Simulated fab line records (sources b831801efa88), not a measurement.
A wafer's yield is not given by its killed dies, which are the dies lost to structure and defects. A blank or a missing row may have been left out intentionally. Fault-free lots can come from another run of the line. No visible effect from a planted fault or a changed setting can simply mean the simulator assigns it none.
Which tool is to blame?	flow sky130	36 wafers from 12 lots sampled at 5 of the route's 708 steps

## WHAT EACH GAUGE READ, for each wafer
Not one reading of a measure or inspect step in the record can be checked against a usual standard deviation.

## TOOL THAT RAN EACH LOT (tool first, then ch and the chambers of the sampled wafers, then the start)
lot	SKY_VIA2_CVD_21	SKY_METAL3_SPUTTER_03	SKY_METAL3_DEVELOP_12	SKY_VIA3_CMP_02	SKY_PAD_OPEN_PROBE_99
L341	cvd_w-01 ch 0, day 36 20:16	pvd_sputter-03, day 36 21:05	litho_track-02 ch 0, day 39 01:00	cmp-01 ch 0,2,3, day 39 02:58	-
L343	cvd_w-01 ch 0,1, day 37 05:39	pvd_sputter-02, day 37 06:21	litho_track-03 ch 0, day 39 09:00	cmp-02 ch 0,1,3, day 39 11:33	prober-01, day 46 15:08
L344	cvd_w-02 ch 0,1, day 37 15:16	pvd_sputter-02, day 37 15:58	litho_track-03 ch 0, day 39 19:00	cmp-01 ch 1,2,3, day 39 20:46	-
L346	cvd_w-01 ch 0, day 38 09:18	pvd_sputter-04, day 38 09:59	litho_track-03 ch 0, day 40 12:00	cmp-01 ch 0,1,3, day 40 13:58	prober-02, day 47 12:20
L348	cvd_w-02 ch 0,1, day 39 04:45	pvd_sputter-04, day 39 05:27	litho_track-01 ch 0, day 41 08:00	cmp-02 ch 0,1, day 41 09:30	prober-02, day 48 03:04
L354	cvd_w-01 ch 0,1, day 40 17:31	pvd_sputter-03, day 40 18:13	litho_track-03 ch 0, day 42 18:00	cmp-01 ch 0,1,2, day 42 20:19	-
L356	cvd_w-01 ch 0,1, day 41 10:29	pvd_sputter-02, day 41 11:27	litho_track-03 ch 0, day 43 11:00	cmp-01 ch 2,3, day 43 12:41	prober-02, day 49 17:30
L358	cvd_w-02 ch 0,1, day 42 02:05	pvd_sputter-03, day 42 02:47	litho_track-01 ch 0, day 44 01:00	cmp-02 ch 0,2, day 44 03:11	-
L359	cvd_w-02 ch 0,1, day 42 03:59	pvd_sputter-04, day 42 04:38	litho_track-01 ch 0, day 44 02:00	cmp-01 ch 2,3, day 44 03:33	-
L361	cvd_w-02 ch 0,1, day 42 17:43	pvd_sputter-03, day 42 19:09	litho_track-02 ch 0, day 44 17:00	cmp-02 ch 1,2, day 44 18:40	-
L362	cvd_w-02 ch 1, day 42 21:02	pvd_sputter-02, day 42 21:45	litho_track-01 ch 0, day 44 19:00	cmp-01 ch 1,2,3, day 44 20:41	-
L363	cvd_w-01 ch 0,1, day 43 11:25	pvd_sputter-03, day 43 12:06	litho_track-02 ch 0, day 45 09:00	cmp-01 ch 0,1,2, day 45 10:38	-
- SKY_VIA2_CVD_21: deposits W, target thk 420 nm, time 126.4 s.
- SKY_METAL3_SPUTTER_03: material Ti, target thk 5 nm, time 3.3 s.
- SKY_METAL3_DEVELOP_12: develop time 60 s.
- SKY_VIA3_CMP_02: polishes SiO2.
- SKY_PAD_OPEN_PROBE_99

## AS READ BY THE TOOLS THEMSELVES (means over the sampled wafers that have a number; for cases with no such wafer, the mark the record gives instead)
SKY_VIA2_CVD_21.
lot	tool	chamber_pressure_Torr (Torr)	heater_power_w (W)
L341	cvd_w-01	39.91	850
L343	cvd_w-01	39.96	892
L344	cvd_w-02	40.05	840
L346	cvd_w-01	40.15	843
L348	cvd_w-02	40.00	873
L354	cvd_w-01	39.99	866
L356	cvd_w-01	39.97	900
L358	cvd_w-02	40.07	833
L359	cvd_w-02	39.99	885
L361	cvd_w-02	40.00	871
L362	cvd_w-02	39.95	915
L363	cvd_w-01	39.95	864

SKY_METAL3_SPUTTER_03.
lot	tool	throttle_valve_pct (%)
L341	pvd_sputter-03	30.2
L343	pvd_sputter-02	30.1
L344	pvd_sputter-02	30.4
L346	pvd_sputter-04	30.5
L348	pvd_sputter-04	29.9
L354	pvd_sputter-03	30.5
L356	pvd_sputter-02	29.8
L358	pvd_sputter-03	30.2
L359	pvd_sputter-04	30.4
L361	pvd_sputter-03	30.6
L362	pvd_sputter-02	31.3
L363	pvd_sputter-03	30.5

SKY_METAL3_DEVELOP_12.
lot	tool	developer_temp_C (C)
L341	litho_track-02	21.06
L343	litho_track-03	20.89
L344	litho_track-03	20.97
L346	litho_track-03	20.99
L348	litho_track-01	20.97
L354	litho_track-03	21.55
L356	litho_track-03	21.65
L358	litho_track-01	20.93
L359	litho_track-01	21.06
L361	litho_track-02	21.00
L362	litho_track-01	21.04
L363	litho_track-02	20.90

SKY_VIA3_CMP_02.
lot	tool	motor_current_A (A)	retaining_ring_pressure_frac
L341	cmp-01	13.2	0.996
L343	cmp-02	11.9	0.999
L344	cmp-01	13.9	0.999
L346	cmp-01	12.1	1.001
L348	cmp-02	11.9	1.002
L354	cmp-01	13.3	0.995
L356	cmp-01	13.5	0.998
L358	cmp-02	12.0	0.998
L359	cmp-01	14.4	0.993
L361	cmp-02	13.0	1.000
L362	cmp-01	13.2	1.000
L363	cmp-01	13.0	1.001

SKY_PAD_OPEN_PROBE_99.
lot	tool	defect_limited_yield (%)	killed_at_M0_to_M3	killed_at_M4_up	killed_at_contacts	killed_at_front_end	killed_at_other	killed_dies	killed_open	killed_short	sort_bin_3_pad_short (%)	sort_bin_5_function (%)	sort_bin_6_memory (%)	sort_n_pass	sort_yield_pct (%)
L343	prober-01	83.6	38	1.3	24	17	0.3	81	44	36	0.9	11.0	4.5	411	83.6
L346	prober-02	82.7	36	2.0	32	16	0.0	85	47	38	0.7	11.2	5.5	407	82.7
L348	prober-02	86.3	32	3.0	17	15	0.3	67	31	36	0.6	7.8	5.2	425	86.3
L356	prober-02	82.8	42	5.0	25	12	0.3	84	45	39	1.0	9.8	6.4	408	82.8

## THE ANSWER, worked out from the rows above alone
Rule: the lots themselves supply what counts as usual. The widest of any qualifying gaps counts: lots, ordered by their means at a reading, are off when they make up no more than a third of the lots, leave a main group of 4 or more, and stand apart from it by 3 or more times the standard deviation of that group's means. A main group whose means are all the same, to the digits that the tables above print for the reading, isn't used. Also off: a lot with no number at a reading for which 4 or more lots have one. All remaining lots with rows at the step are treated as sound. Order of review: gauges by route order, followed by the tools' own readings, for which a lot's mean as printed above is used. At the first step where some lot is off, the reading lying furthest off is the one used; lots without a number count as furthest.
Off: L354, L356, at SKY_METAL3_DEVELOP_12 (developer_temp_C). Main group: mean 20.98 C, sd 0.058.
If a tool, at that step or one of the process steps before it, ran each lot that is off and ran no sound lot following the first of them, it fits. One fits: SKY_METAL3_DEVELOP_12 on litho_track-03. Its last sound lot is L346 (day 40 12:00), its first lot that is off L354 (day 42 18:00): a fault that began between those two fits.
The tool's own readings at SKY_METAL3_DEVELOP_12 bear it out: on the lots that are off they differ by more than 5 times the standard deviation of the sound lots' means. developer_temp_C reads 21.60 C there against 20.98 C on the sound lots.

## WHAT THE SIMULATOR HAD PUT IN
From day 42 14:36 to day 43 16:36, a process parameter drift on litho_track-03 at SKY_METAL3_DEVELOP_12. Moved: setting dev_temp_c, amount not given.
Struck lots among those shown: L354, L356. The rule above found the same.
